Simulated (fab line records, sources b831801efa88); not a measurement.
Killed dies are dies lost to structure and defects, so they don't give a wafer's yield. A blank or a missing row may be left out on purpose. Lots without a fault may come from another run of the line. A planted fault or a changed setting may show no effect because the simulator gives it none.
Chamber matching | flow sfq_line | SFQ_TRILAYER_I6_CMP_CMP_166 on cmp-02: 4 sister chambers
The step polishes SiO2. 18 wafers are shown with their chamber, then 9 later ones without.

WAFERS WITH THEIR CHAMBER
wafer  | chamber | motor_current_A (A) | edge_zone_pressure_frac | platen_rpm (rpm)
L293.4 | 1       | 10.6                | 1.003                   | 59.97
L293.5 | 1       | 10.5                | 0.999                   | 59.98
L293.6 | 0       | 10.3                | 0.998                   | 59.94
L294.1 | 3       | 11.1                | 0.995                   | 59.95
L294.4 | 2       | 9.8                 | 1.006                   | 59.98
L294.6 | 0       | 9.5                 | 0.999                   | 59.97
L295.4 | 1       | 10.4                | 0.997                   | 60.00
L295.5 | 0       | 10.2                | 0.991                   | 59.93
L295.6 | 1       | 10.5                | 0.999                   | 60.07
L307.1 | 3       | 11.0                | 1.000                   | 60.01
L307.5 | 2       | 9.8                 | 1.002                   | 60.02
L307.6 | 1       | 11.0                | 1.005                   | 60.01
L309.4 | 3       | 10.9                | 1.007                   | 59.97
L309.3 | 1       | 9.9                 | 0.997                   | 60.02
L309.5 | 0       | 10.5                | 0.997                   | 59.99
L311.4 | 1       | 9.9                 | 1.006                   | 60.01
L311.5 | 2       | 10.0                | 1.004                   | 60.02
L311.6 | 1       | 10.5                | 0.997                   | 59.96

SIGNATURES (means of the wafers above)
reading                 | chamber 0 | chamber 1 | chamber 2 | chamber 3 | scatter within a chamber
motor_current_A         | 10.125    | 10.412    | 9.867     | 11.000    | 0.332
edge_zone_pressure_frac | 0.99625   | 1.00038   | 1.00400   | 1.00067   | 0.00394
platen_rpm              | 59.9575   | 60.0025   | 60.0067   | 59.9767   | 0.0311
Rule: a wafer's distance from a chamber is the root of the sum, over the readings, of the square of ((its reading less the chamber's mean) divided by the reading's scatter). The wafer belongs to the nearest chamber; if the next one is less than 2 further off, it can't be placed. The scatter: the root of (the sum of the squares of (reading less its chamber's mean) over the shown wafers, divided by (wafers less chambers)).

WAFERS WITHOUT THEIR CHAMBER
wafer  | motor_current_A (A) | edge_zone_pressure_frac | platen_rpm (rpm)
L313.1 | 10.4                | 1.003                   | 60.00
L313.4 | 10.1                | 0.999                   | 59.95
L313.6 | 10.6                | 1.000                   | 59.98
L314.1 | 10.2                | 0.997                   | 60.09
L314.5 | 10.3                | 0.998                   | 60.02
L314.6 | 9.3                 | 1.001                   | 59.98
L315.2 | 10.0                | 0.996                   | 59.96
L315.4 | 9.7                 | 1.000                   | 60.03
L315.5 | 9.9                 | 0.997                   | 60.06

WHICH CHAMBER EACH WENT THROUGH
wafer  | from the rows above               | in truth
L313.1 | can't be placed: 1 or 2 or 3 or 0 | 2
L313.4 | can't be placed: 0 or 1 or 2      | 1
L313.6 | can't be placed: 1 or 3 or 0 or 2 | 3
L314.1 | can't be placed: 1 or 2 or 0 or 3 | 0
L314.5 | can't be placed: 1 or 2 or 0 or 3 | 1
L314.6 | can't be placed: 2 or 0 or 1      | 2
L315.2 | can't be placed: 0 or 1           | 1
L315.4 | can't be placed: 2 or 1 or 0      | 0
L315.5 | can't be placed: 2 or 1 or 0 or 3 | 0
Placed correctly: 0 of 9. Can't be placed from these rows: 9 (the true chamber is among the candidates in 9). Placed wrongly: 0.
